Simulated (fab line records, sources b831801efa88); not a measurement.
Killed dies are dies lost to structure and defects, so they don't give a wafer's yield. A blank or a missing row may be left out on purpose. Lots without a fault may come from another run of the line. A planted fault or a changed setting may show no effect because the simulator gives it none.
One fault seen from 2 desks | flow sky130 | each desk has only its own numbers; what lay behind them comes last

THE METROLOGY DESK
What the gauges read, lot by lot, whatever tool the lot ran on: means of the sampled wafers that have a number. A lot is out of limits, marked OUT, if its mean lies more than 4 standard deviations from the usual mean; the brackets give that distance.
Columns: A = VIA1_OVL at SKY_VIA1_OVL_MEAS_13, usual 1 nm; B = cd_nm at SKY_VIA2_CD_MEAS_12, usual 200.1 nm
lot  | first seen here | A  | B
L180 | day 34 15:29    | -4 | 200.5
L183 | day 35 05:41    | 1  | 202.3
L185 | day 35 15:35    | -0 | 198.2
L187 | day 36 06:13    | -3 | 199.4
L186 | day 36 11:46    | 1  | 202.3
L188 | day 36 12:07    | -7 | 201.0
L189 | day 36 22:09    | 7  | 198.3
L190 | day 37 07:45    | 1  | 201.6
L192 | day 37 18:26    | -5 | 200.2
L193 | day 38 00:08    | -2 | 200.8
L198 | day 39 16:00    | 6  | 155.6 (-37) OUT
L200 | day 40 04:14    | -3 | 186.3 (-12) OUT
L201 | day 40 10:47    | -8 | 199.0
L202 | day 40 13:14    | -5 | 200.5
This desk's finding: out of limits on L198, L200; first on L198, day 41 18:29 (cd_nm at SKY_VIA2_CD_MEAS_12). In limits: L180, L183, L185, L187, L186, L188, L189, L190, L192, L193, L201, L202.

THE TOOL OWNER'S DESK: krf_scanner-01
The tool's own readings at SKY_VIA2_EXPOSE_09 (exposes mask VIM2, target cd 200 nm): means of the sampled wafers that have a number, for each lot that ran on this tool. A lot is out of limits, marked OUT, if its mean lies more than 4 standard deviations from the usual mean; the brackets give that distance.
Columns: A = exposure_dose_mJ_cm2 at SKY_VIA2_EXPOSE_09, usual 38.00
lot  | first seen here | A
L183 | day 36 23:28    | 37.98
L188 | day 38 04:46    | 37.99
L189 | day 38 15:43    | 38.02
L193 | day 39 17:22    | 37.98
L198 | day 41 06:50    | 40.33 (+60) OUT
L200 | day 41 19:32    | 41.09 (+79) OUT
This desk's finding: out of limits on L198, L200; first on L198, day 41 06:50 (exposure_dose_mJ_cm2 at SKY_VIA2_EXPOSE_09). In limits: L183, L188, L189, L193.

PUT TOGETHER
The tool owner's desk could have raised an alarm at day 41 06:50, on L198, L200.
The metrology desk could have raised an alarm at day 41 18:29, on L198, L200.
Of the lots named, all ran SKY_VIA2_EXPOSE_09 on krf_scanner-01.

WHAT THE SIMULATOR HAD PUT IN
Process parameter drift: krf_scanner-01, from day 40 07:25 on, at SKY_VIA2_EXPOSE_09. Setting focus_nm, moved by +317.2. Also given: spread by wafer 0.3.
Lots struck among those shown: L198, L200.
Hours from the fault's start to each desk's first reading out of limits: the tool owner's desk, 23; the metrology desk, 35.
